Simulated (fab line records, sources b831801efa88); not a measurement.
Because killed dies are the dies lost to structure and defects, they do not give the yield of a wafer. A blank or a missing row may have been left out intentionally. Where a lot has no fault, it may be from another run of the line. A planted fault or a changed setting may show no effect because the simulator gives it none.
fab line records + flow sky130
record:
- lots: 6
- wafers: 18
- last-day: 50
route steps=708 shown POLY_GATE@233 LDD_N@237 LDD_P@255 PAD_OPEN@708
lots that met no fault: taken from a fault-free run of the same line
start-h: hours from the record's first day to the start of the lot's first wafer shown + wait-h: how many hours have passed since the lot's step before this one + " same as the row above + L1.1+2: a single row standing in for several wafers + - no value, or no start was given + * or withheld: withheld + < > ~ a bound
route shown NAME@n: NAME is a module with steps in the file, n the number in the route of the first one + usual: average and standard deviation across the fault-free wafers + same: alike in all rows + chamber/n: place in a boat + sites: the reading at each site + _std_site: standard deviation across them + _edge_site: inner sites' mean taken away from outer sites' mean + radius-mm: how far each site lies from the wafer's centre + mask NAME#n: copy n + behind: tool/chamber where the wafer was last shaped + hold: cause of the lot's hold/its duration in hours/its outcome + device: whichever transistor did not switch (one of n, p or np) + end of line: tests of these same wafers at the route's end + a step with no rows: only its recipe + killed: not the wafer's yield, but the dies lost to structure and defects at the first sort + map: the dies of a wafer, with x for killed, . for not killed, _ for no die there
set.NAME: the setting that was run; set.NAME@STEP: the one run at that earlier step + model.NAME: the simulator's own value behind a step, which no gauge read
lots seen at some steps along the route; tables by step, rows by wafer
services: a tool's chamber out of use, with start hour (start-h, from the record's first day; less than 0 if before it), hours out, and reason
== steps ==
step: SKY_POLY_GATE_CLEAN_19
recipe:
- chemistry: SC1/SC2
- mix: 1:4:20
- temp-c: 70
- time-s: 150
- dry: n2-spin
step: SKY_POLY_GATE_OXIDATION_20
recipe:
- temp-c: 850
- ambient: O2
- stabilise-s: 600
- purge-s: 300
- target-thk-a: 40
- ox-time-s: 899
step: SKY_POLY_GATE_THK_MEAS_21
recipe:
- reads: SiO2_of_POLY_GATE_OXIDATION_20
usual:
- POLY_GATE_OXIDATION_THK: 3.99/0.075
| lot.wafer | tool          | chamber | start-h | wait-h | POLY_GATE_OXIDATION_THK[nm] |
|-----------|---------------|---------|---------|--------|-----------------------------|
| L583.1    | film-metro-01 | -       | 398.71  | 0.0    | 4.02                        |
| L583.2    | "             | -       | "       | "      | 4.01                        |
| L583.4    | "             | -       | "       | "      | 4.03                        |
| L590.4    | film-metro-03 | -       | 462.52  | 0.0    | 4.00                        |
| L590.5    | "             | -       | "       | "      | 3.93                        |
| L590.6    | "             | -       | "       | "      | 3.90                        |
| L591.1    | film-metro-02 | -       | 472.69  | 0.0    | 3.85                        |
| L591.2    | "             | -       | "       | "      | 3.88                        |
| L591.4    | "             | -       | "       | "      | 3.86                        |
| L598.2    | film-metro-01 | -       | 536.35  | 0.0    | 3.88                        |
| L598.4    | "             | -       | "       | "      | 3.94                        |
| L598.6    | "             | -       | "       | "      | 4.06                        |
| L600.3    | film-metro-03 | -       | 550.73  | 0.0    | 4.04                        |
| L600.4    | "             | -       | "       | "      | 3.93                        |
| L600.5    | "             | -       | "       | "      | 4.00                        |
| L601.1    | film-metro-01 | -       | 560.21  | 0.0    | 4.02                        |
| L601.3    | "             | -       | "       | "      | 3.88                        |
| L601.5    | "             | -       | "       | "      | 3.92                        |
step: SKY_POLY_GATE_CD_MEAS_22
usual:
- cd-nm: 150.1/2.5
| lot.wafer | tool      | chamber | start-h | wait-h | cd-nm |
|-----------|-----------|---------|---------|--------|-------|
| L583.1    | cd-sem-02 | -       | 398.77  | 0.1    | 149.7 |
| L583.2    | "         | -       | "       | "      | 153.2 |
| L583.4    | "         | -       | "       | "      | 146.4 |
| L590.4    | cd-sem-01 | -       | 462.64  | 0.1    | 151.7 |
| L590.5    | "         | -       | "       | "      | 148.9 |
| L590.6    | "         | -       | "       | "      | 154.2 |
| L591.1    | cd-sem-02 | -       | 472.75  | 0.1    | 153.4 |
| L591.2    | "         | -       | "       | "      | 153.1 |
| L591.4    | "         | -       | "       | "      | 155.6 |
| L598.2    | cd-sem-01 | -       | 536.43  | 0.1    | 151.5 |
| L598.4    | "         | -       | "       | "      | 149.3 |
| L598.6    | "         | -       | "       | "      | 150.7 |
| L600.3    | cd-sem-02 | -       | 550.83  | 0.1    | 149.5 |
| L600.4    | "         | -       | "       | "      | 147.1 |
| L600.5    | "         | -       | "       | "      | 149.3 |
| L601.1    | cd-sem-02 | -       | 560.27  | 0.1    | 154.8 |
| L601.3    | "         | -       | "       | "      | 151.6 |
| L601.5    | "         | -       | "       | "      | 153.8 |
step: SKY_LDD_N_DEHYDRATE_00
recipe:
- temp-c: 200
- time-s: 60
step: SKY_LDD_N_HMDS_01
recipe:
- prime-time-s: 60
- prime-temp-c: 120
step: SKY_LDD_N_COAT_02
recipe:
- resist: NOVOLAK
- spin-rpm: 3000
- resist-thk-nm: 300
step: SKY_LDD_N_SOFTBAKE_03
recipe:
- temp-c: 90
- time-s: 60
- resist: NOVOLAK
step: SKY_LDD_N_EXPOSE_04
recipe:
- mask-id: NTM
- target-cd-nm: 840
- na: 0.6
- source-shape: conventional
- sigma-outer: 0.6
- dose-mj: 110
step: SKY_LDD_N_PEB_05
recipe:
- temp-c: withheld
- time-s: *
- resist: NOVOLAK
step: SKY_LDD_N_DEVELOP_06
recipe:
- develop-time-s: 60
- dev-temp-c: 23
step: SKY_LDD_N_OVL_MEAS_07
usual:
- LDD_N_OVL: -0.5/1.3
| lot.wafer | tool       | chamber | start-h | wait-h | LDD_N_OVL[nm] |
|-----------|------------|---------|---------|--------|---------------|
| L583.1    | overlay-01 | -       | 428.90  | 0.1    | -1.2          |
| L583.2    | "          | -       | "       | "      | -2.0          |
| L583.4    | "          | -       | "       | "      | 0.3           |
| L590.4    | overlay-01 | -       | 493.53  | 0.1    | -2.0          |
| L590.5    | "          | -       | "       | "      | -1.8          |
| L590.6    | "          | -       | "       | "      | -0.6          |
| L591.1    | overlay-01 | -       | 503.81  | 0.1    | 0.4           |
| L591.2    | "          | -       | "       | "      | 0.6           |
| L591.4    | "          | -       | "       | "      | 0.6           |
| L598.2    | overlay-01 | -       | 567.17  | 0.1    | 0.0           |
| L598.4    | "          | -       | "       | "      | -0.7          |
| L598.6    | "          | -       | "       | "      | 0.2           |
| L600.3    | overlay-02 | -       | 580.41  | 0.1    | -2.8          |
| L600.4    | "          | -       | "       | "      | -2.1          |
| L600.5    | "          | -       | "       | "      | -3.4          |
| L601.1    | overlay-02 | -       | 589.41  | 0.1    | 0.4           |
| L601.3    | "          | -       | "       | "      | -1.5          |
| L601.5    | "          | -       | "       | "      | -0.5          |
step: SKY_LDD_N_IMPLANT_08
recipe:
- species: As
- energy-kev: 20
- dose-cm2: 7.5e+13
- tilt-deg: withheld
- rotation-deg: 23
usual:
- beam-on-s: 10.01/0.19
- dose-ions-cm2: 7.501e+13/8.3e+10
- end-station-pressure-torr: 5.3e-06/3.3e-07
- faraday-current-uA: 422/8
- rotation-deg: 23.000/0.022
| lot.wafer | tool         | chamber | start-h | wait-h | beam-on-s | dose-ions-cm2 | end-station-pressure-torr | faraday-current-uA | rotation-deg |
|-----------|--------------|---------|---------|--------|-----------|---------------|---------------------------|--------------------|--------------|
| L583.1    | implanter-03 | 0       | 428.94  | 0.0    | 10.02     | 7.498e+13     | 5.3e-06                   | 420                | 23.005       |
| L583.2    | "            | 0       | "       | "      | 10.09     | 7.511e+13     | 5.1e-06                   | 420                | 23.016       |
| L583.4    | "            | 0       | "       | "      | 9.83      | 7.509e+13     | 5.1e-06                   | 429                | 23.012       |
| L590.4    | implanter-04 | 0       | 493.62  | 0.1    | 73.51     | 8.0224e+14    | 4.5e-06                   | 612                | 22.975       |
| L590.5    | "            | 0       | "       | "      | 70.87     | 8.0226e+14    | 4.8e-06                   | 634                | 22.992       |
| L590.6    | "            | 0       | "       | "      | 73.06     | 8.021e+14     | 5.5e-06                   | 620                | 22.995       |
| L591.1    | implanter-04 | 0       | 503.85  | 0.0    | 71.93     | 8.0225e+14    | 5.6e-06                   | 629                | 23.026       |
| L591.2    | "            | 0       | "       | "      | 70.67     | 8.0221e+14    | 5.2e-06                   | 639                | 23.021       |
| L591.4    | "            | 0       | "       | "      | 72.34     | 8.022e+14     | 5e-06                     | 628                | 23.020       |
| L598.2    | implanter-03 | 0       | 567.22  | 0.0    | 10.12     | 7.499e+13     | 5.2e-06                   | 418                | 23.002       |
| L598.4    | "            | 0       | "       | "      | 10.10     | 7.494e+13     | 5.5e-06                   | 419                | 23.019       |
| L598.6    | "            | 0       | "       | "      | 10.38     | 7.493e+13     | 5.4e-06                   | 408                | 23.027       |
| L600.3    | implanter-04 | 0       | 580.49  | 0.1    | 9.94      | 7.497e+13     | 5.4e-06                   | 424                | 22.994       |
| L600.4    | "            | 0       | "       | "      | 10.05     | 7.506e+13     | 5.4e-06                   | 420                | 22.995       |
| L600.5    | "            | 0       | "       | "      | 10.03     | 7.503e+13     | 5.7e-06                   | 424                | 22.953       |
| L601.1    | implanter-04 | 0       | 589.45  | 0.0    | 10.26     | 7.505e+13     | 5.2e-06                   | 411                | 23.008       |
| L601.3    | "            | 0       | "       | "      | 9.97      | 7.501e+13     | 5.6e-06                   | 422                | 23.020       |
| L601.5    | "            | 0       | "       | "      | 10.13     | 7.495e+13     | 5.3e-06                   | 419                | 23.014       |
step: SKY_LDD_N_IMPLANT_09
recipe:
- species: As
- energy-kev: 20
- dose-cm2: 7.5e+13
- tilt-deg: withheld
- rotation-deg: 113
step: SKY_LDD_N_IMPLANT_10
recipe:
- species: As
- energy-kev: 20
- dose-cm2: 7.5e+13
- tilt-deg: withheld
- rotation-deg: 203
step: SKY_LDD_N_IMPLANT_11
recipe:
- species: As
- energy-kev: 20
- dose-cm2: 7.5e+13
- tilt-deg: withheld
- rotation-deg: 293
step: SKY_LDD_N_IMPLANT_12
recipe:
- species: BF2
- energy-kev: 50
- dose-cm2: 5e+12
- tilt-deg: 30
- rotation-deg: 0
step: SKY_LDD_N_IMPLANT_13
recipe:
- species: BF2
- energy-kev: 50
- dose-cm2: 5e+12
- tilt-deg: 30
- rotation-deg: 90
step: SKY_LDD_N_IMPLANT_14
recipe:
- species: BF2
- energy-kev: 50
- dose-cm2: 5e+12
- tilt-deg: 30
- rotation-deg: 180
step: SKY_LDD_N_IMPLANT_15
recipe:
- species: BF2
- energy-kev: 50
- dose-cm2: 5e+12
- tilt-deg: 30
- rotation-deg: 270
step: SKY_LDD_N_STRIP_16
recipe:
- chemistry: O2/N2
- power-w: 1400
- pressure-mtorr: 1500
- platen-temp-c: withheld
- o2-flow-sccm: 3000
- n2-flow-sccm: 300
- overash-fraction: 0.5
usual:
- chamber-pressure-mTorr: 1500.0/1.2
- drypump-motor-current-A: 5.7/0.42
- n2-flow-sccm: 300.1/0.87
- oes-product-au: 0.406/0.0045
- strip-time-to-endpoint-s: 4.312/0.015
same:
- overash-fraction: 0.5
| lot.wafer | tool            | chamber | start-h | wait-h | chamber-pressure-mTorr | drypump-motor-current-A | n2-flow-sccm | oes-product-au | rf-hours-counter-h | strip-time-to-endpoint-s |
|-----------|-----------------|---------|---------|--------|------------------------|-------------------------|--------------|----------------|--------------------|--------------------------|
| L583.1    | plasma-asher-01 | 0       | 430.14  | 0.1    | 1498.6                 | 6.2                     | 302.3        | 0.406          | 33                 | 4.314                    |
| L583.2    | "               | 1       | "       | "      | 1498.6                 | 5.4                     | 300.1        | 0.402          | 33                 | 4.283                    |
| L583.4    | "               | 1       | "       | "      | 1498.0                 | 5.4                     | 297.7        | 0.402          | -                  | 4.299                    |
| L590.4    | plasma-asher-01 | 1       | 494.78  | 0.1    | 1499.9                 | 5.5                     | 299.7        | 0.407          | -                  | 5.820                    |
| L590.5    | "               | 1       | "       | "      | 1500.1                 | 5.5                     | 298.8        | 0.404          | -                  | 5.807                    |
| L590.6    | "               | 0       | "       | "      | 1499.3                 | 6.3                     | 300.5        | 0.409          | -                  | 5.791                    |
| L591.1    | plasma-asher-01 | 0       | 505.05  | 0.1    | 1498.4                 | 6.3                     | 301.3        | 0.404          | 41                 | 5.800                    |
| L591.2    | "               | 1       | "       | "      | 1499.8                 | 5.4                     | 301.8        | 0.408          | 41                 | 5.804                    |
| L591.4    | "               | 0       | "       | "      | 1501.4                 | 6.3                     | 301.2        | 0.414          | -                  | 5.775                    |
| L598.2    | plasma-asher-01 | 1       | 568.40  | 0.1    | 1499.7                 | 5.4                     | 301.6        | 0.416          | 48                 | 4.336                    |
| L598.4    | "               | 0       | "       | "      | 1501.2                 | 6.2                     | 299.0        | 0.408          | -                  | 4.336                    |
| L598.6    | "               | 0       | "       | "      | 1499.9                 | 6.3                     | 299.6        | 0.399          | -                  | 4.314                    |
| L600.3    | plasma-asher-03 | 0       | 581.67  | 0.1    | 1498.7                 | 5.6                     | 300.6        | 0.411          | -                  | 4.312                    |
| L600.4    | "               | 1       | "       | "      | 1497.6                 | 6.0                     | 299.2        | 0.405          | -                  | 4.340                    |
| L600.5    | "               | 1       | "       | "      | 1501.2                 | 6.0                     | 301.7        | 0.414          | -                  | 4.322                    |
| L601.1    | plasma-asher-03 | 1       | 590.65  | 0.1    | 1499.9                 | 6.0                     | 300.2        | 0.410          | 75                 | 4.303                    |
| L601.3    | "               | 1       | "       | "      | 1500.2                 | 6.0                     | 300.8        | 0.400          | -                  | 4.331                    |
| L601.5    | "               | 1       | "       | "      | 1502.0                 | 5.9                     | 299.7        | 0.413          | -                  | 4.332                    |
step: SKY_LDD_N_TW_MEAS_17
usual:
- LDD_N_TW: 2587/17
| lot.wafer | tool          | chamber | start-h | wait-h | LDD_N_TW |
|-----------|---------------|---------|---------|--------|----------|
| L583.1    | film-metro-03 | -       | 430.24  | 0.1    | 2562     |
| L583.2    | "             | -       | "       | "      | 2550     |
| L583.4    | "             | -       | "       | "      | 2571     |
| L590.4    | film-metro-02 | -       | 494.88  | 0.1    | 3022     |
| L590.5    | "             | -       | "       | "      | 3020     |
| L590.6    | "             | -       | "       | "      | 3025     |
| L591.1    | film-metro-04 | -       | 505.15  | 0.1    | 3031     |
| L591.2    | "             | -       | "       | "      | 3042     |
| L591.4    | "             | -       | "       | "      | 3017     |
| L598.2    | film-metro-03 | -       | 568.51  | 0.1    | 2588     |
| L598.4    | "             | -       | "       | "      | 2578     |
| L598.6    | "             | -       | "       | "      | 2595     |
| L600.3    | film-metro-04 | -       | 581.76  | 0.1    | 2580     |
| L600.4    | "             | -       | "       | "      | 2572     |
| L600.5    | "             | -       | "       | "      | 2583     |
| L601.1    | film-metro-04 | -       | 590.75  | 0.1    | 2573     |
| L601.3    | "             | -       | "       | "      | 2581     |
| L601.5    | "             | -       | "       | "      | 2574     |
step: SKY_LDD_P_DEHYDRATE_00
recipe:
- temp-c: 200
- time-s: 60
step: SKY_PAD_OPEN_PROBE_99
usual:
- killed_at_M0_to_M3: 43/5.9
- killed_at_M4_up: 2.9/1.5
- killed-at-contacts: 24/5
- killed-at-front-end: 15/4.8
- killed-at-other: 0.2/0.5
- killed-dies: 86/9.3
- killed-open: 47/7.1
- killed-short: 38/6.3
same:
- gross-dies: 492
- killed-at-back-side: 0
| lot.wafer | tool      | chamber | start-h | wait-h | killed_at_M0_to_M3 | killed_at_M4_up | killed-at-contacts | killed-at-front-end | killed-at-other | killed-dies | killed-open | killed-short | model.etest.tip-n.rs-ohm-sq | model.etest.nfet_01v8.r-on-ohm-um | model.etest.nfet_01v8_lvt.drive-ua-um | model.etest.nfet_01v8_turned.drive-ua-um | model.etest.nfet_01v8.drive-ua-um | model.etest.sram-nfet-pass.drive-ua-um | model.etest.nfet_01v8_swapped.drive-ua-um | model.etest.licon-ndiff.rc-ohm |
|-----------|-----------|---------|---------|--------|--------------------|-----------------|--------------------|---------------------|-----------------|-------------|-------------|--------------|-----------------------------|-----------------------------------|---------------------------------------|------------------------------------------|-----------------------------------|----------------------------------------|-------------------------------------------|--------------------------------|
| L583.1    | prober-02 | -       | 1098.68 | 0.1    | 56                 | 0               | 23                 | 11                  | 0               | 90          | 58          | 32           | 442.2                       | 872.6                             | 554                                   | 491.1                                    | 489.2                             | 478.5                                  | 489.3                                     | 188.8                          |
| L583.2    | prober-02 | -       | 1098.73 | 0.1    | 55                 | 4               | 30                 | 8                   | 0               | 97          | 57          | 40           | 442.1                       | 848.6                             | 566.2                                 | 491.6                                    | 495.9                             | 486.1                                  | 493                                       | 177.6                          |
| L583.4    | prober-02 | -       | 1098.83 | 0.2    | 49                 | 5               | 22                 | 10                  | 0               | 86          | 46          | 40           | 444.5                       | 835.8                             | 578.5                                 | 503.4                                    | 501.4                             | 505.9                                  | 503.4                                     | 188.6                          |
| L590.4    | prober-01 | -       | 1141.79 | 0.2    | 46                 | 4               | 24                 | 13                  | 1               | 88          | 50          | 38           | 248                         | 760.5                             | 635.8                                 | 567.2                                    | 569.4                             | 557.2                                  | 546.9                                     | 172.8                          |
| L590.5    | prober-01 | -       | 1141.84 | 0.2    | 39                 | 3               | 28                 | 14                  | 0               | 84          | 44          | 40           | 248.8                       | 769.5                             | 635.1                                 | 556.8                                    | 552.1                             | 549.5                                  | 531.2                                     | 168                            |
| L590.6    | prober-01 | -       | 1141.89 | 0.2    | 40                 | 0               | 21                 | 25                  | 0               | 86          | 50          | 36           | 248.9                       | 793.6                             | 613.6                                 | 539.7                                    | 532.8                             | 525.8                                  | 519.9                                     | 179.3                          |
| L591.1    | prober-02 | -       | 1152.67 | 0.1    | 46                 | 4               | 22                 | 13                  | 0               | 85          | 51          | 34           | 244.6                       | 787.3                             | 621.7                                 | 544.7                                    | 544.8                             | 525.3                                  | 525.7                                     | 172.5                          |
| L591.2    | prober-02 | -       | 1152.72 | 0.1    | 42                 | 3               | 13                 | 19                  | 0               | 77          | 42          | 35           | 246                         | 799.8                             | 616.6                                 | 544.1                                    | 537.3                             | 516.7                                  | 522.5                                     | 176.4                          |
| L591.4    | prober-02 | -       | 1152.82 | 0.2    | 32                 | 0               | 19                 | 16                  | 0               | 67          | 35          | 32           | 244                         | 806.8                             | 614.8                                 | 541.5                                    | 534.7                             | 530.1                                  | 523.1                                     | 178.5                          |
| L598.2    | prober-02 | -       | 1189.04 | 0.1    | 41                 | 4               | 23                 | 10                  | 0               | 78          | 41          | 37           | 438.6                       | 828.1                             | 581.4                                 | 512.9                                    | 503.2                             | 494.2                                  | 509.1                                     | 184.6                          |
| L598.4    | prober-02 | -       | 1189.14 | 0.2    | 43                 | 1               | 33                 | 18                  | 2               | 97          | 57          | 40           | 434                         | 826.8                             | 580                                   | 505                                      | 509.3                             | 504.6                                  | 507.6                                     | 187.7                          |
| L598.6    | prober-02 | -       | 1189.24 | 0.2    | 42                 | 4               | 28                 | 11                  | 0               | 85          | 48          | 37           | 437.9                       | 830.7                             | 571.8                                 | 501.9                                    | 501.4                             | 483.9                                  | 497.4                                     | 188.4                          |
| L600.3    | prober-02 | -       | 1194.92 | 0.2    | 39                 | 3               | 28                 | 7                   | 0               | 77          | 42          | 35           | 441.9                       | 801.7                             | 588.2                                 | 519.2                                    | 516.2                             | 500.7                                  | 516                                       | 177                            |
| L600.4    | prober-02 | -       | 1194.97 | 0.2    | 49                 | 1               | 31                 | 12                  | 0               | 93          | 51          | 42           | 441.4                       | 810                               | 582.5                                 | 516.5                                    | 508.8                             | 507.3                                  | 513.3                                     | 181.5                          |
| L600.5    | prober-02 | -       | 1195.02 | 0.2    | 39                 | 0               | 25                 | 10                  | 0               | 74          | 45          | 29           | 440                         | 834.4                             | 572.1                                 | 505.7                                    | 502.8                             | 487.6                                  | 503.6                                     | 183.1                          |
| L601.1    | prober-01 | -       | 1197.46 | 0.1    | 40                 | 2               | 29                 | 15                  | 0               | 86          | 44          | 42           | 443.4                       | 850.9                             | 576.1                                 | 508.4                                    | 497.8                             | 503.1                                  | 504.3                                     | 185.2                          |
| L601.3    | prober-01 | -       | 1197.56 | 0.2    | 45                 | 4               | 28                 | 14                  | 0               | 91          | 51          | 40           | 439.6                       | 813.7                             | 598.8                                 | 529.5                                    | 520.3                             | 524.8                                  | 526.9                                     | 174.3                          |
| L601.5    | prober-01 | -       | 1197.66 | 0.2    | 33                 | 3               | 17                 | 13                  | 0               | 66          | 36          | 30           | 442.1                       | 807.7                             | 603.2                                 | 533.9                                    | 529.7                             | 524.4                                  | 526.6                                     | 178.2                          |
killed by level:class
L583.1 VIA1:geometric-particle:open=13 VIA3:geometric-particle:open=10 VIA2:geometric-particle:open=8 LI_CONTACT:geometric-particle:open=7 CONTACT:geometric-particle:open=6 VIA1:geometric-particle:short=6 METAL3:geometric-particle:short=5 FIELD_ISO:geometric-particle:open=4
L583.2 VIA1:geometric-particle:open=19 CONTACT:geometric-particle:open=10 METAL1:geometric-particle:short=9 VIA1:geometric-particle:short=8 LI_CONTACT:geometric-particle:open=6 VIA3:geometric-particle:open=6 LI_CONTACT:geometric-particle:short=5 POLY_GATE:geometric-particle:open=4
L583.4 VIA1:geometric-particle:open=9 METAL1:geometric-particle:short=8 LI_CONTACT:geometric-particle:open=7 VIA2:geometric-particle:open=7 CONTACT:geometric-particle:open=7 VIA3:geometric-particle:open=6 LOCAL_INTERCONNECT:geometric-particle:short=5 METAL2:geometric-particle:short=5
L590.4 VIA2:geometric-particle:open=10 VIA1:geometric-particle:open=7 CONTACT:geometric-particle:short=6 LI_CONTACT:geometric-particle:open=6 CONTACT:geometric-particle:open=6 METAL1:geometric-particle:short=6 POLY_GATE:geometric-particle:open=5 VIA1:geometric-particle:short=5
L590.5 CONTACT:geometric-particle:open=10 LI_CONTACT:geometric-particle:short=7 VIA2:geometric-particle:open=7 VIA3:geometric-particle:open=7 LI_CONTACT:geometric-particle:open=6 METAL1:geometric-particle:short=6 POLY_GATE:geometric-particle:short=4 VIA1:geometric-particle:short=4
L590.6 CONTACT:geometric-particle:open=12 VIA2:geometric-particle:open=8 POLY_GATE:geometric-particle:short=7 METAL1:geometric-particle:short=6 VIA1:geometric-particle:open=6 VIA3:geometric-particle:open=6 FIELD_ISO:geometric-particle:short=5 LI_CONTACT:geometric-particle:open=5
L591.1 CONTACT:geometric-particle:open=10 VIA3:geometric-particle:open=10 VIA1:geometric-particle:open=9 METAL1:geometric-particle:short=6 VIA2:geometric-particle:open=6 FIELD_ISO:geometric-particle:open=5 VIA3:geometric-particle:short=5 LI_CONTACT:geometric-particle:open=4
L591.2 VIA1:geometric-particle:open=13 VIA1:geometric-particle:short=8 VIA2:geometric-particle:open=7 POLY_GATE:geometric-particle:open=5 POLY_GATE:geometric-particle:short=4 CONTACT:geometric-particle:open=4 VIA3:geometric-particle:open=4 METAL2:geometric-particle:short=4
L591.4 VIA1:geometric-particle:open=6 CONTACT:geometric-particle:open=6 METAL3:geometric-particle:short=6 VIA3:geometric-particle:open=6 POLY_GATE:geometric-particle:short=4 LI_CONTACT:geometric-particle:open=4 CONTACT:geometric-particle:short=4 METAL2:geometric-particle:short=4
L598.2 VIA3:geometric-particle:open=9 CONTACT:geometric-particle:open=7 METAL2:geometric-particle:short=7 VIA2:geometric-particle:open=7 LOCAL_INTERCONNECT:geometric-particle:short=5 VIA1:geometric-particle:short=5 VIA1:geometric-particle:open=5 LI_CONTACT:geometric-particle:short=4
L598.4 VIA1:geometric-particle:open=13 CONTACT:geometric-particle:open=9 VIA3:geometric-particle:open=9 LI_CONTACT:geometric-particle:open=7 CONTACT:geometric-particle:short=7 LOCAL_INTERCONNECT:geometric-particle:short=6 VIA2:geometric-particle:open=6 POLY_GATE:geometric-particle:open=5
L598.6 CONTACT:geometric-particle:open=10 VIA1:geometric-particle:short=9 VIA3:geometric-particle:open=9 VIA1:geometric-particle:open=8 LI_CONTACT:geometric-particle:open=7 LOCAL_INTERCONNECT:geometric-particle:short=5 CONTACT:geometric-particle:short=5 VIA2:geometric-particle:open=5
L600.3 CONTACT:geometric-particle:open=13 LI_CONTACT:geometric-particle:open=9 METAL1:geometric-particle:short=8 VIA1:geometric-particle:open=7 METAL2:geometric-particle:short=5 VIA2:geometric-particle:open=4 VIA3:geometric-particle:open=4 LOCAL_INTERCONNECT:geometric-particle:short=3
L600.4 VIA3:geometric-particle:open=10 LI_CONTACT:geometric-particle:open=9 CONTACT:geometric-particle:open=9 CONTACT:geometric-particle:short=9 VIA1:geometric-particle:open=8 METAL2:geometric-particle:short=7 VIA1:geometric-particle:short=6 METAL1:geometric-particle:open=4
L600.5 CONTACT:geometric-particle:open=13 VIA1:geometric-particle:open=11 FIELD_ISO:geometric-particle:short=5 VIA1:geometric-particle:short=5 VIA2:geometric-particle:open=5 VIA3:geometric-particle:open=5 LI_CONTACT:geometric-particle:open=4 CONTACT:geometric-particle:short=4
L601.1 LI_CONTACT:geometric-particle:open=11 VIA3:geometric-particle:short=7 VIA2:geometric-particle:open=7 CONTACT:geometric-particle:open=5 LOCAL_INTERCONNECT:geometric-particle:short=5 METAL1:geometric-particle:short=5 VIA3:geometric-particle:open=5 VIA1:geometric-particle:open=4
L601.3 VIA1:geometric-particle:open=12 LI_CONTACT:geometric-particle:open=8 CONTACT:geometric-particle:short=8 VIA1:geometric-particle:short=7 VIA3:geometric-particle:open=7 VIA2:geometric-particle:open=6 CONTACT:geometric-particle:open=5 FIELD_ISO:geometric-particle:open=4
L601.5 VIA1:geometric-particle:open=7 CONTACT:geometric-particle:open=7 VIA3:geometric-particle:open=6 LI_CONTACT:geometric-particle:open=5 VIA3:geometric-particle:short=5 METAL1:geometric-particle:short=4 VIA1:geometric-particle:short=4 FIELD_ISO:geometric-particle:open=3
== services ==
| tool            | chamber | start-h | hours | kind   |
|-----------------|---------|---------|-------|--------|
| implanter-04    | -       | 482.68  | 3.2   | repair |
| implanter-03    | -       | 501.55  | 3.1   | pm     |
| implanter-04    | -       | 535.16  | 2.0   | repair |
| implanter-03    | -       | 541.23  | 1.7   | pm     |
| plasma-asher-03 | -       | 555.24  | 14.6  | pm     |
| implanter-04    | -       | 566.28  | 3.4   | pm     |
| implanter-04    | -       | 571.49  | 0.9   | repair |
| implanter-03    | -       | 575.55  | 3.4   | repair |
| implanter-03    | -       | 586.59  | 7.9   | repair |
== key ==
first-sign:
- step: SKY_LDD_N_IMPLANT_08
- reading: dose-ions-cm2
- direction: up
- sigmas: 99+
- usual: *
- struck: *
effect:
- step: SKY_LDD_N_IMPLANT_08
- reading: beam-on-s
- direction: up
- sigmas: 99+
- usual: 10.01
- struck: 72.06
effect:
- step: SKY_LDD_N_STRIP_16
- reading: strip-time-to-endpoint-s
- direction: up
- sigmas: 99+
- usual: *
- struck: *
effect:
- step: SKY_LDD_N_TW_MEAS_17
- reading: LDD_N_TW
- direction: up
- sigmas: 26
- usual: 2587
- struck: 3026
model-effect:
- step: SKY_PAD_OPEN_PROBE_99
- value: etest.tip-n.rs-ohm-sq
- without: 445.8
- struck: 246.7
met-at SKY_LDD_N_IMPLANT_08
struck-wafers L590.4,L590.5,L590.6,L591.1,L591.2,L591.4
tester-left-out L590,L591
fault:
- kind: process-parameter-drift
- tool: implanter-04
- chamber: -
- onset-h: 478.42
- steps: SKY_LDD_N_IMPLANT_08
- channel: dose-cm2
- offset: *
- shape: step
- end-h: 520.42
- acts-in: *
- stated: *
tester-left-out: of these lots the tester's yield and bins aren't shown, on N5 and GAA mostly nor the transistor test; their killed dies are dies lost to structure and defects alone, not to doping, threshold or leakage, so they don't give the yield
